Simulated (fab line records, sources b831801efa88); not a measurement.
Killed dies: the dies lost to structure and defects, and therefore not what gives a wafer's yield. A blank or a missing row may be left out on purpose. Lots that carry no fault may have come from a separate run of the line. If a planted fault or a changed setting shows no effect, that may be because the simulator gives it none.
A struck lot beside a sound one :: flow sky130 :: 19 out of 708 route steps
Sound: the wafers L360.2, L360.5, L360.6. Wafers L363.1, L363.3, L363.4 were the ones struck. Last of all comes the cause.
Order at every step that has rows: each side's tool, ch and its chambers, its first start. Under that, the readings that differ: sound wafers :: struck wafers :: difference of the means :: sigmas: that difference in standard deviations of wafers without a fault.
alike: words and numbers the same on both sides, and readings whose means are apart by under 2 such deviations; not compared: readings that were withheld, readings missing a value for some wafer, numbers with overlapping values and no deviation given by the record, and bounds like >300 which may hide the same value.
The two part at a step that has a row with sigmas, a row that says differs or no value, or rows on one side only. Numbers that don't overlap but have no deviation are shown without sigmas and don't part them. A reading that every wafer of one side lacks parts them only if that side has two wafers or more.

first, 1 step without rows for these wafers: SKY_VIA4_CMP_21 (polishes, stops on SiO2, t overpolish 25 s, target thk 0 nm).
SKY_METAL5_SPUTTER_00: material Ti, target thk 15 nm, time 10 s.
  sound on pvd sputter-01, day 45 20:03; struck on pvd sputter-03, day 47 06:27
  alike: throttle valve pct
SKY_METAL5_SPUTTER_01: material TiN, target thk 20 nm, time 16.7 s.
  sound on pvd sputter-01, day 45 20:04; struck on pvd sputter-03, day 47 06:28
  alike: throttle valve pct
then, 1 step without rows for these wafers: SKY_METAL5_SPUTTER_02 (material AlCu, target thk 1150 nm, time 61.2 s).
SKY_METAL5_SPUTTER_03: material Ti, target thk 5 nm, time 3.393 s.
  sound on pvd sputter-01, day 45 20:09; struck on pvd sputter-03, day 47 06:33
  alike: throttle valve pct
SKY_METAL5_SPUTTER_04: material TiN, target thk 70 nm, time 58.3 s.
  sound on pvd sputter-01, day 45 20:10; struck on pvd sputter-03, day 47 06:34
  alike: throttle valve pct
SKY_METAL5_RS_MEAS_05: a four-point-probe measurement.
  sound on film metro-03, day 45 20:14; struck on film metro-02, day 47 06:37
  alike: METAL5_ALCU_RS
SKY_METAL5_THK_MEAS_06: measures by xrf.
  sound on film metro-03, day 45 20:20; struck on film metro-02, day 47 06:44
  alike: METAL5_ALCU_THK
then, 4 steps without rows for these wafers: SKY_METAL5_DEHYDRATE_07 (time 60 s); SKY_METAL5_HMDS_08 (prime time 60 s); SKY_METAL5_COAT_09 (resist thk 1800 nm); SKY_METAL5_SOFTBAKE_10 (time 60 s).
SKY_METAL5_EXPOSE_11: exposes mask MM5, target cd 1600 nm.
  sound on iline stepper-01 ch 0, day 46 05:11; struck on iline stepper-01 ch 0, day 47 16:06
reading: exposure dose mJ cm2
sound: 190.20 189.94 189.98
struck: 172.84 172.98 172.56
difference: -17.25
sigmas: -99 or more
  alike: mask
then, 2 steps without rows for these wafers: SKY_METAL5_PEB_12; SKY_METAL5_DEVELOP_13 (develop time 60 s).
SKY_METAL5_DESCUM_14: chemistry O2, time 11 s.
  sound on rie metal-03 ch 0,1, day 46 15:04; struck on rie metal-03 ch 0,1, day 48 01:10
reading: model.METAL5.cd nm (nm)
sound: 1595 1594 1597
struck: 1630 1627 1630
difference: +34
sigmas: 
  alike: drypump motor current A, oes product au
  not compared: rf hours counter h
SKY_METAL5_METAL_ETCH_15: etches the open film in Cl2/BCl3, stops on SiO2, target depth 1260 nm, time 252 s.
  sound on rie metal-03 ch 0,1, day 46 15:05; struck on rie metal-03 ch 0,1, day 48 01:11
reading: model.METAL5.cd nm (nm)
sound: 1589 1584 1595
struck: 1626 1620 1633
difference: +37
sigmas: 
  alike: drypump motor current A, oes product au, throttle valve pct
  not compared: rf hours counter h
SKY_METAL5_STRIP_16: strips in O2/N2.
  sound on plasma asher-03 ch 0,1, day 46 15:20; struck on plasma asher-02 ch 0,1, day 48 01:26
reading: drypump motor current A (A)
sound: 6.0 5.8 6.0
struck: 4.9 5.0 4.9
difference: -1.0
sigmas: -2
  alike: oes product au, strip time to endpoint s
  not compared: rf hours counter h
SKY_PAD_OPEN_PROBE_99:
  sound on prober-01, day 48 09:29; struck on prober-01, day 49 16:42
reading: killed at front end
sound: 26 20 13
struck: 10 6 12
difference: -10
sigmas: -2

reading: model.etest.met5.width nm (nm)
sound: 1590 1582 1599
struck: 1624 1624 1632
difference: +36
sigmas: 
  alike: defect limited yield, killed_at_M0_to_M3, killed_at_M4_up, killed at contacts, killed at other, killed dies, killed open, killed short, sort_bin_3_pad_short, sort_bin_5_function, sort_bin_6_memory, sort n pass, sort yield pct

WHERE THEY PART
Earliest at SKY_METAL5_EXPOSE_11; latest, in this record, at SKY_PAD_OPEN_PROBE_99.

WHY: what the simulator had put in
Process parameter drift: iline stepper-01, from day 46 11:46 on, at SKY_METAL5_EXPOSE_11. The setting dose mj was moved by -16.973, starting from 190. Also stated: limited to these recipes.
